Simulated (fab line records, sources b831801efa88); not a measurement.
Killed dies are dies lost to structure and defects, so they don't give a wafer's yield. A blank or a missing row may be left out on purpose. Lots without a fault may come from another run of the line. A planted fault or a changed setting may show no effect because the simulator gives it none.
Problem report in the 8D (eight disciplines) form, filled by code | flow gf180mcu | the parts of the form that need people (team, actions taken, sign-off) are left out

1. THE PROBLEM
HV_LDD_2_TW at GF_HV_LDD_TW_MEAS_23 reads a mean of 932 on 9 wafers of 3 lots; wafers without a fault read 1060 with a standard deviation of 15. That is -8.5 standard deviations from the usual mean.
First seen on wafer L192.1, day 14 14:19, on film_metro-04. The record holds 35 wafers of 12 lots with a number at this step. Rule for "out", or "out of limits": more than 4 standard deviations from the usual mean. The other wafers with a number count as sound.

2. WHAT IT IS AND WHAT IT IS NOT
question                    | is                     | is not
which readings at this step | HV_LDD_2_TW            | -
which lots                  | L192, L193, L194       | L185, L186, L187, L188, L189, L191, L195, L201, L202
which wafers of those lots  | all that have a number | -
read on which gauges        | film_metro-04          | film_metro-01, film_metro-03
when                        | from day 14 14:19      | up to then (17 sound wafers); but 9 sound wafers of L195, L201, L202 came after

3. SUSPECTS, AND WHAT RULES EACH OUT
Counting: a tool at a process step up to the reading stays a suspect if it ran every lot that is out and no sound lot after the first of them.
- the gauge at GF_HV_LDD_TW_MEAS_23: ruled out. All the wafers that are out were read on film_metro-04, but those of them that GF_HV_LDD_IMPLANT_21 has rows for are out there too, on other tools.
- implanter-01 at GF_HV_LDD_IMPLANT_21: ruled out as a lasting fault. Sound lots L201, L202 ran on it after its first lot that is out, L192 (day 14 14:04).
Left after counting: nothing in the record.

4. THE CAUSE (what the simulator had put in)
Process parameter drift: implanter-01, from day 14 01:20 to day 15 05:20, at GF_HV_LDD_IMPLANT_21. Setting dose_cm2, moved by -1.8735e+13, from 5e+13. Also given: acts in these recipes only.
Counting ruled it out, wrongly: the rule takes a fault to strike every lot that its tool runs from its start on, and this one did not.

5. THE CHAIN OF EFFECTS, in route order
Each row: a reading whose mean over the struck wafers that have a number lies more than 3 standard deviations from the usual. Only readings for which the record gives a usual standard deviation are gone through. hours: the time from each lot's start at the first step in this table that gives one to its start at this step, as a median over the lots. sigmas: the change in usual standard deviations.
hours | step                 | reading            | usual | on struck wafers | change | sigmas
0     | GF_HV_LDD_IMPLANT_21 | dose_ions_cm2      | 5e+13 | 3e+13            | -2e+13 | -99 or more
0     | GF_HV_LDD_IMPLANT_21 | faraday_current_uA | 282   | 176              | -106   | -18
0     | GF_HV_LDD_TW_MEAS_23 | HV_LDD_2_TW        | 1060  | 932              | -128   | -8.5
The process steps in it:
- GF_HV_LDD_IMPLANT_21
Later measuring or inspecting steps at which every struck wafer that the step has a row for has a number for every such reading, and none has moved that far: GF_HV_LDD_THK_MEAS_55.

6. WHAT WOULD HAVE CAUGHT IT SOONER
In this record the first reading out of limits at a measuring or inspecting step was taken at day 14 14:19, 13 hours after the fault began at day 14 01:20.
The tool's own readings at GF_HV_LDD_IMPLANT_21 were out on every struck wafer that the step has a row for (dose_ions_cm2, faraday_current_uA): an alarm limit on them would have fired on the first of those.
